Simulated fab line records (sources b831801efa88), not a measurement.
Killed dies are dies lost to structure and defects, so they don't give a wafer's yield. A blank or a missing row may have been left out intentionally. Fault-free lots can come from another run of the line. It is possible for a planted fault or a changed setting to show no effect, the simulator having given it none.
Struck lot and sound lot, side by side ; flow gf180mcu ; 19 out of 602 route steps
Sound: the wafers L740.2, L740.3, L740.5. Struck: wafer L752.6 (left out: L752.1, L752.3 of the same lot, which were not struck); the cause appears at the end.
At each step with rows: each side's tool, then ch and its chambers, then its first start. Under that, the readings that differ: sound wafers ; struck wafers ; difference of the means ; sigmas: that difference in standard deviations of wafers without a fault.
alike: same words and numbers on both sides, and readings whose means sit less than 2 such deviations apart. not compared: any withheld reading, any reading some wafer has no value for, any bound like >300 that may hide the same value, and any number with overlapping values for which the record gives no deviation.
The two part at a step that has a row with sigmas, a row that says differs or no value, or rows on one side only. Numbers that don't overlap but have no deviation are shown without sigmas and don't part them. A reading that every wafer of one side lacks parts them only if that side has two wafers or more.

first, 2 steps without rows for these wafers: GF_DUAL_GATE_PEB_09; GF_DUAL_GATE_DEVELOP_10 (develop time 60 s).
GF_DUAL_GATE_OVL_MEAS_11:
  struck on overlay-01, day 13 01:04; sound on overlay-01, day 9 16:07
  alike: DUAL_GATE_OVL
then, 1 step without rows for these wafers: GF_DUAL_GATE_WET_ETCH_12 (etches SiO2 in dHF, target depth 13 nm, time 260 s).
GF_DUAL_GATE_STRIP_13: strips in O2/N2.
  sound on plasma asher-04 ch 0,1, day 9 16:13; struck on plasma asher-04 ch 0, day 13 01:11
  alike: drypump motor current A, heater power w, oes product au, strip time to endpoint s
  not compared: rf hours counter h
then, 3 steps without rows for these wafers: GF_DUAL_GATE_CLEAN_14 (cleans in SC1/SC2, time 150 s); GF_DUAL_GATE_OXIDATION_15 (stabilise 600 s, purge 300 s, target thk 7.098 nm); GF_POLY_GATE_CVD_00 (deposits poly-Si, target thk 200 nm, time 1200 s).
GF_POLY_GATE_THK_MEAS_01:
  struck on film metro-03, day 13 04:14; sound on film metro-01, day 9 19:16
  alike: POLY_GATE_CVD_00_THK
then, 3 steps without rows for these wafers: GF_POLY_GATE_DEHYDRATE_02 (time 60 s); GF_POLY_GATE_HMDS_03 (prime time 60 s); GF_POLY_GATE_COAT_04.
GF_POLY_GATE_COAT_05: resist thk 700 nm.
  sound on litho track-02 ch 0, day 10 03:00; struck on litho track-02 ch 0, day 13 14:00
reading;sound;struck;difference;sigmas
model.KrF_of_POLY_GATE_COAT_05.thk nm (nm);703.6 705.1 703.6;714.2;+10.1;
  alike: chill plate temp C
then, 3 steps without rows for these wafers: GF_POLY_GATE_SOFTBAKE_06 (time 60 s); GF_POLY_GATE_EXPOSE_07 (exposes mask Poly2, target cd 280 nm); GF_POLY_GATE_PEB_08 (peb time 90 s).
GF_POLY_GATE_DEVELOP_09: develop time 60 s.
  sound on litho track-03 ch 0, day 10 12:29; struck on litho track-04 ch 0, day 14 00:28
reading;sound;struck;difference;sigmas
model.KrF_of_POLY_GATE_COAT_05.thk nm (nm);688.7 690.1 688.6;699.2;+10.1;
  alike: chill plate temp C
GF_POLY_GATE_CD_MEAS_10 targets a cd of 280 nm.
  struck on cd sem-01, day 14 00:37; sound on cd sem-01, day 10 12:38
  alike: cd nm
-- the record jumps here: 20 days lie between the struck wafers' starts before and after (it left off in module POLY_GATE and takes up again in module PASSIVATION, whose first step shown is number 602 of the route) --
GF_PASSIVATION_PROBE_99:
  record: rows for the struck wafers here (prober-02, day 33 14:21), none for the sound ones

## WHERE THEY PART
Within this record, at GF_PASSIVATION_PROBE_99 only.

WHY: what the simulator had put in
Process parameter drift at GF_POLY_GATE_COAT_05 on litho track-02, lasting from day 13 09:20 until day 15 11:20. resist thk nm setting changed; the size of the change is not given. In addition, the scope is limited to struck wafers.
